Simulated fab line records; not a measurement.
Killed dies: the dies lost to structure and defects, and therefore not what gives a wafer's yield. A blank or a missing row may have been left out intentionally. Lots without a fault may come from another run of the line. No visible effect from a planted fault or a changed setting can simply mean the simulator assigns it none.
Which of the tools did it? + flow sky130 + 14 lots with 42 wafers sampled at 3 steps, on a route of 708 steps

== WHAT EACH GAUGE READ, for each wafer ==
SKY_FIELD_ISO_CD_MEAS_13 targets a cd of 150 nm.
| lot  | measured    | on        | cd nm (nm)        |
|------|-------------|-----------|-------------------|
| L450 | day 2 04:58 | cd sem-01 | 151.7 150.7 151.2 |
| L451 | day 2 10:28 | cd sem-01 | 150.8 152.6 151.8 |
| L452 | day 2 17:10 | cd sem-01 | 149.2 149.1 150.4 |
| L453 | day 2 20:54 | cd sem-01 | 151.1 148.7 150.2 |
| L458 | day 4 01:45 | cd sem-02 | 152.3 152.9 151.9 |
| L460 | day 4 09:40 | cd sem-01 | 148.6 149.4 150.5 |
| L465 | day 5 10:20 | cd sem-01 | 149.5 150.2 150.6 |
| L466 | day 5 18:54 | cd sem-01 | 149.6 150.1 148.9 |
| L468 | day 6 03:11 | cd sem-02 | 146.8 146.3 147.1 |
| L469 | day 6 08:54 | cd sem-01 | 152.5 150.5 152.9 |
| L470 | day 6 13:08 | cd sem-02 | 148.6 148.9 150.7 |
| L471 | day 6 17:56 | cd sem-02 | 148.4 148.9 147.6 |
| L472 | day 6 22:48 | cd sem-02 | 152.3 151.3 151.3 |
| L473 | day 7 04:56 | cd sem-02 | 151.1 149.9 152.6 |

SKY_FIELD_ISO_THK_MEAS_25.
| lot  | measured    | on            | FIELD_ISO_CVD_24_THK (nm) |
|------|-------------|---------------|---------------------------|
| L450 | day 2 11:37 | film metro-02 | 592 595 586               |
| L451 | day 2 18:25 | film metro-02 | 593 595 602               |
| L452 | day 3 00:32 | film metro-02 | 597 594 597               |
| L453 | day 3 00:34 | film metro-04 | 593 589 597               |
| L458 | day 4 03:53 | film metro-04 | 602 601 596               |
| L460 | day 4 13:50 | film metro-02 | 587 597 592               |
| L465 | day 5 12:51 | film metro-04 | 596 590 588               |
| L466 | day 5 20:52 | film metro-02 | 598 593 592               |
| L468 | day 6 06:25 | film metro-02 | 592 587 599               |
| L469 | day 6 11:46 | film metro-01 | 586 595 585               |
| L470 | day 6 15:41 | film metro-02 | 592 590 597               |
| L471 | day 6 19:55 | film metro-04 | 580 589 587               |
| L472 | day 7 01:18 | film metro-04 | 594 588 592               |
| L473 | day 7 06:53 | film metro-04 | 599 594 595               |

SKY_DNWELL_TW_MEAS_09.
| lot  | measured    | on            | DNWELL_TW      |
|------|-------------|---------------|----------------|
| L450 | day 3 13:55 | film metro-04 | 1124 1125 1126 |
| L451 | day 4 00:52 | film metro-02 | 1100 1096 1102 |
| L452 | day 4 00:13 | film metro-03 | 1087 1096 1099 |
| L453 | day 3 23:54 | film metro-04 | 1127 1122 1124 |
| L458 | day 5 02:45 | film metro-04 | 1127 1129 1126 |
| L460 | day 5 15:13 | film metro-03 | 1109 1113 1116 |
| L465 | day 6 12:01 | film metro-02 | 1096 1093 1100 |
| L466 | day 7 00:30 | film metro-02 | 1088 1088 1084 |
| L468 | day 7 09:21 | film metro-03 | 1100 1098 1107 |
| L469 | day 7 12:53 | film metro-02 | 1087 1089 1093 |
| L470 | day 7 16:21 | film metro-03 | 1098 1097 1102 |
| L471 | day 7 22:32 | film metro-02 | 1089 1092 1085 |
| L472 | day 8 05:33 | film metro-02 | 1090 1096 1093 |
| L473 | day 8 09:22 | film metro-04 | 1123 1128 1131 |

== TOOL THAT RAN EACH LOT (tool first, then ch and the chambers of the sampled wafers, then the start) ==
The record shows no process step preceding these readings.

== AS READ BY THE TOOLS THEMSELVES (means over the sampled wafers that have a number; for cases with no such wafer, the mark the record gives instead) ==
The record holds no such reading with a usual standard deviation.

== THE ANSWER, worked out from the rows above alone ==
Rule: usual is defined by the lots themselves. Put in order of their means at a reading, lots are off if they are a third of the lots or fewer, leave a main group of 4 or more, and stand apart from it by a gap of 3 or more times the standard deviation of the main group's means; of several such gaps the widest counts. A main group is skipped when, at the precision printed for the reading in the tables above, its means are all equal. A lot without any number at a reading at which 4 lots or more have one is off too. All remaining lots with rows at the step are treated as sound. First the gauges in route order, then the tools' own readings, where a lot's mean is used as printed above. At the first step where some lot is off, the reading lying furthest off is the one used; lots without a number count as furthest.
None of the lots is off at any reading shown; this tells nothing.

== WHAT THE SIMULATOR PUT IN ==
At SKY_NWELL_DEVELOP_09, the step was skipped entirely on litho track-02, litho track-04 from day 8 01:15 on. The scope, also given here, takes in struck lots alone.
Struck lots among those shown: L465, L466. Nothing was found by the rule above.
